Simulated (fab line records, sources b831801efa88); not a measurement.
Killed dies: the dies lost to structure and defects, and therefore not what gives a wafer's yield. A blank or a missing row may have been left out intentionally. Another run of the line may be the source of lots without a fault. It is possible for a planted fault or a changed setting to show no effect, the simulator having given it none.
Code-filled problem report in 8D (eight disciplines) form + flow gf180mcu + the parts of the form that need people (team, actions taken, sign-off) are left out

1. WHAT WENT WRONG
Mean of rf-fwd-power-W at GF_PASSIVATION_ETCH_11: 669.9 W across 6 wafers in 2 lots; on wafers with no fault it is 798.5 W (standard deviation 2.6). That puts it -49 standard deviations away from the usual mean.
The step: etches the open film in CF4/O2, stops on TiN, target depth 1800 nm, time 400 s.
First seen on wafer L209.2, day 34 05:38, on rie-diel-03. At this step, 42 wafers from 14 lots have a number in the record. By rule, "out" or "out of limits" means more than 4 standard deviations away from the usual mean. All remaining wafers that have a number are taken as sound.

2. WHAT THIS IS AND IS NOT
| question                    | is                     | is not                                                                 |
|-----------------------------|------------------------|------------------------------------------------------------------------|
| which readings at this step | rf-fwd-power-W         | O2_flow_sccm, drypump-motor-current-A                                  |
| which lots                  | L209, L211             | L191, L192, L194, L195, L196, L197, L198, L199, L200, L201, L202, L212 |
| which wafers of those lots  | all that have a number | -                                                                      |
| read on which tools         | rie-diel-03            | rie-diel-02, rie-diel-04                                               |
| when                        | from day 34 05:38      | up to then (33 sound wafers); but 3 sound wafers of L212 came after    |

3. SUSPECTS, AND WHAT RULES EACH OUT
Counting: a tool at any process step up to the reading remains a suspect when it ran all the lots that are out and ran no sound lot after the first of those.
- pvd-sputter-03 at GF_MIM_SPUTTER_00 (material Ti, target thk 37.5 nm, time 150 s): ruled out as a lasting fault. Sound lots L212 ran on it after its first lot that is out, L209 (day 30 16:37).
- rie-diel-03 at GF_PASSIVATION_ETCH_11 (etches the open film in CF4/O2, stops on TiN, target depth 1800 nm, time 400 s): kept. It ran every lot that is out, first L209 (day 34 05:38), and no sound lot after that; its last sound lot up to then is L200 (day 31 18:53). Its own readings are out on those wafers: rf-fwd-power-W.
Left after counting: rie-diel-03 at GF_PASSIVATION_ETCH_11.

4. THE CAUSE (what the simulator had put in)
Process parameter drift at GF_PASSIVATION_ETCH_11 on rie-diel-03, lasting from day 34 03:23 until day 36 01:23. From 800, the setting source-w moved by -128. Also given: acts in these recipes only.
Only this tool survived the counting.

5. THE EFFECT CHAIN, in route order
Rows list readings where the struck wafers' mean (over those with a number) sits beyond 3 standard deviations from the usual. Readings are gone through only where the record gives a usual standard deviation; hours: the median, over the lots, of the time from a lot's start at the first step in this table giving one to that lot's start at this step; sigmas: the change measured in usual standard deviations.
| hours | step                    | reading                  | usual      | on struck wafers | change | sigmas |
|-------|-------------------------|--------------------------|------------|------------------|--------|--------|
| 0     | GF_PASSIVATION_ETCH_11  | oes-product-au           | 0.960 a.u. | 0.917            | -0.043 | -5.4   |
| 0     | GF_PASSIVATION_ETCH_11  | rf-fwd-power-W           | 798.5 W    | 669.9            | -128.6 | -49    |
| 0     | GF_PASSIVATION_STRIP_12 | strip-time-to-endpoint-s | 34.75 s    | 36.70            | +1.95  | +7.2   |
Its process steps:
- GF_PASSIVATION_ETCH_11: etches the open film in CF4/O2, stops on TiN, target depth 1800 nm, time 400 s.
- GF_PASSIVATION_STRIP_12: strips in O2/N2.

6. HOW IT WOULD HAVE BEEN CAUGHT EARLIER
First out-of-limits reading in this record: day 34 05:38, which is 2 hours after fault onset at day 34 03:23.
